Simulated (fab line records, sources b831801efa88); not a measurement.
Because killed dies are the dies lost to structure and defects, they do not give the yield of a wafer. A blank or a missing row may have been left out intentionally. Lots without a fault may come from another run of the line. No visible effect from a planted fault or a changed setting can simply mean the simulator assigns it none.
2 desks looking at one fault :: flow gf180mcu :: what lay behind the numbers comes last; until then each desk has only its own

## FROM THE METROLOGY DESK
Means of the sampled wafers that have a number, per lot and without regard to the tool the lot ran on: this is what the gauges read. Any lot whose mean is over 4 standard deviations away from the usual mean is out of limits and marked OUT; that distance is given in the brackets.
Columns: A = STI_CVD_23_THK at GF_STI_THK_MEAS_24, usual 650 nm; B = M1_ALCU_THK at GF_M1_THK_MEAS_06, usual 446 nm; C = M2_OVL at GF_M2_OVL_MEAS_15, usual 1 nm
lot: L885
first seen here: day 2 07:53
A: 657
B: 440
C: 1

lot: L886
first seen here: day 2 14:56
A: 655
B: 439
C: 1

lot: L888
first seen here: day 3 01:13
A: 660
B: 452
C: -1

lot: L890
first seen here: day 3 10:17
A: 842 (+26) OUT
B: 454
C: 3

lot: L892
first seen here: day 3 20:37
A: 839 (+26) OUT
B: 449
C: 5

lot: L897
first seen here: day 4 23:29
A: 644
B: 444
C: 3

lot: L898
first seen here: day 5 03:51
A: 647
B: 438
C: 3

lot: L899
first seen here: day 5 12:15
A: 644
B: 438
C: 2

lot: L901
first seen here: day 6 04:31
A: 646
B: 443
C: 6

lot: L903
first seen here: day 6 14:05
A: 643
B: 444
C: 1

lot: L906
first seen here: day 7 05:26
A: 644
B: 443
C: -1

lot: L905
first seen here: day 7 05:26
A: 642
B: 443
C: -6

lot: L907
first seen here: day 7 06:34
A: 653
B: 447
C: 3
This desk reports L890, L892 out of limits; the earliest was L890 at day 3 10:17 (STI_CVD_23_THK at GF_STI_THK_MEAS_24). L885, L886, L888, L897, L898, L899, L901, L903, L906, L905, L907 stayed within limits.

## DESK OF THE TOOL OWNER: hdpcvd-02
The tool's own readings at GF_STI_CVD_23 (deposits SiO2, target thk 650 nm, time 108.3 s): means of the sampled wafers that have a number, for each lot that ran on this tool. Any lot whose mean is over 4 standard deviations away from the usual mean is out of limits and marked OUT; that distance is given in the brackets.
Columns: A = susceptor temp C at GF_STI_CVD_23, usual 600.01 C
lot: L885
first seen here: day 2 07:48
A: 600.01

lot: L888
first seen here: day 3 01:09
A: 600.00

lot: L890
first seen here: day 3 10:13
A: 599.85

lot: L892
first seen here: day 3 20:32
A: 600.18

lot: L906
first seen here: day 7 05:21
A: 600.00

lot: L907
first seen here: day 7 06:29
A: 599.80
This desk's finding: nothing out of limits on any of the 6 lots.

## ALL TOGETHER
On L890, L892, the metrology desk was in a position to raise an alarm at day 3 10:17.
The desk of the tool owner found nothing out of limits.
On record at the tool owner's desk: L890, L892, within its limits.
The lots listed all ran GF_STI_CVD_23 on hdpcvd-02.

## WHAT THE SIMULATOR HAD PUT IN
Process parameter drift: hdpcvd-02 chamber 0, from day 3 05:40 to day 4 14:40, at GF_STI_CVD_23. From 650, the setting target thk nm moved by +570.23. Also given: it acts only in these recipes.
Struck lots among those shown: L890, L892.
Time in hours between the start of the fault and the first out-of-limits reading at each desk: metrology desk, 5.
